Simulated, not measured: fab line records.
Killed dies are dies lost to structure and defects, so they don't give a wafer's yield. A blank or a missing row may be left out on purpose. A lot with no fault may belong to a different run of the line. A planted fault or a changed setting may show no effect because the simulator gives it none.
Which tool is to blame? / flow gf180mcu / 14 lots (41 wafers sampled), 1 step of a 602-step route

## WHAT EACH GAUGE READ, for each wafer
GF_VT_IMPLANT_OVL_MEAS_07. Usual: VT_IMPLANT_OVL -0.5 nm, standard deviation 1.1.
lot=L277; measured=day 5 15:00; on=overlay-02; VT_IMPLANT_OVL (nm)=-2.7 -0.1 -0.8; flag=
lot=L278; measured=day 5 21:10; on=overlay-02; VT_IMPLANT_OVL (nm)=-0.4 0.0 -1.0; flag=
lot=L279; measured=day 6 01:42; on=overlay-02; VT_IMPLANT_OVL (nm)=0.9 -0.9 -1.7; flag=
lot=L280; measured=day 6 10:44; on=overlay-01; VT_IMPLANT_OVL (nm)=-1.5 -1.1 -1.2; flag=
lot=L282; measured=day 6 22:21; on=overlay-02; VT_IMPLANT_OVL (nm)=-0.8 0.7 1.1; flag=
lot=L283; measured=day 7 03:55; on=overlay-02; VT_IMPLANT_OVL (nm)=-1.0 -0.6 0.0; flag=
lot=L284; measured=day 7 09:07; on=overlay-01; VT_IMPLANT_OVL (nm)=-1.5 -1.5; flag=
lot=L289; measured=day 8 15:03; on=overlay-02; VT_IMPLANT_OVL (nm)=-1.1 -0.2 -0.4; flag=
lot=L290; measured=day 8 22:22; on=overlay-02; VT_IMPLANT_OVL (nm)=1.1 -0.5 0.6; flag=
lot=L291; measured=day 9 05:40; on=overlay-01; VT_IMPLANT_OVL (nm)=-1.6 -2.6 -3.4; flag=
lot=L294; measured=day 10 00:21; on=overlay-02; VT_IMPLANT_OVL (nm)=-1.1 -0.7 -0.1; flag=
lot=L296; measured=day 10 12:41; on=overlay-01; VT_IMPLANT_OVL (nm)=-1.5 -1.1 -0.9; flag=
lot=L297; measured=day 10 20:43; on=overlay-01; VT_IMPLANT_OVL (nm)=0.8 0.5 0.6; flag=
lot=L299; measured=day 11 17:14; on=overlay-02; VT_IMPLANT_OVL (nm)=-1.6 1.6 -0.5; flag=

## EACH LOT AND THE TOOL THAT RAN IT (in order: tool; ch and the chambers of the sampled wafers; start)
The record shows no process step preceding these readings.

## AS READ BY THE TOOLS THEMSELVES (means over the sampled wafers that have a number; for cases with no such wafer, the mark the record gives instead)
The record holds no such reading with a usual standard deviation.

## THE ANSWER, worked out from the rows above alone
Rule: lot off if the mean of its wafers having a number is beyond 3 standard deviations from the usual mean. Also off: a lot with no number at a reading for which 4 or more lots have one. Where the step has rows for the other lots, those lots are counted as sound. After the gauges, taken in route order, come the tools' own readings; for these a lot's mean is taken, as printed above. At the first step where some lot is off, the reading lying furthest off is the one used; lots without a number count as furthest.
Nothing can be told from this: no lot is off at any reading shown.

## WHAT WAS PUT IN BY THE SIMULATOR
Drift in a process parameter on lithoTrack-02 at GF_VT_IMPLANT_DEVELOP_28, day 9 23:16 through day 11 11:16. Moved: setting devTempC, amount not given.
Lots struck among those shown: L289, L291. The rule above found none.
